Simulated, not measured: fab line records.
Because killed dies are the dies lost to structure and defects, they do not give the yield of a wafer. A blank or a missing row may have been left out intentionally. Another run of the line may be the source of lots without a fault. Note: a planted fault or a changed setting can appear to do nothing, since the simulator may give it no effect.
Chamber matching ; flow sky130 ; SKY_VIA2_ETCH_15 on rie-diel-01: 4 sister chambers
The step etches SiO2 in C4F8/O2/Ar, stops on TiN, target depth 546 nm, time 80.81 s. 4 wafers are shown with their chamber, then 9 later ones without.

EACH WAFER AND ITS CHAMBER
wafer;chamber;oes-product-au (a.u.)
L082.5;3;0.958
L082.6;1;0.956
L084.3;0;0.962
L084.5;2;0.967

WAFERS WITH NO CHAMBER GIVEN
wafer;oes-product-au (a.u.)
L092.2;0.962
L092.4;0.957
L092.5;0.957
L093.2;0.964
L093.3;0.970
L093.6;0.970
L094.1;0.961
L094.2;0.956
L094.3;0.962

EACH ONE'S CHAMBER
wafer;from the rows above;in truth
L092.2;0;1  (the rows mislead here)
L092.4;can't be placed: 1 or 3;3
L092.5;can't be placed: 1 or 3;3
L093.2;can't be placed: 0 or 2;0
L093.3;2;2
L093.6;2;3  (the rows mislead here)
L094.1;can't be placed: 0 or 3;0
L094.2;can't be placed: 1 or 3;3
L094.3;0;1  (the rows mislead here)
1 of 9 placed correctly. Not placeable from these rows: 5 (in 5, the candidates include the true chamber). Placed wrongly: 3.
How it was worked out, from the rows above alone: a wafer's distance from a chamber is the root of the sum, over the readings, of the square of ((its reading less the chamber's mean) divided by the reading's scatter). The wafer belongs to the nearest chamber; if the next one is less than 2 further off, it can't be placed. A chamber's mean is the mean of its shown wafers. The scatter: with one shown wafer a chamber, the root of the mean of the squares of how far each hidden wafer lies from its nearest shown one.
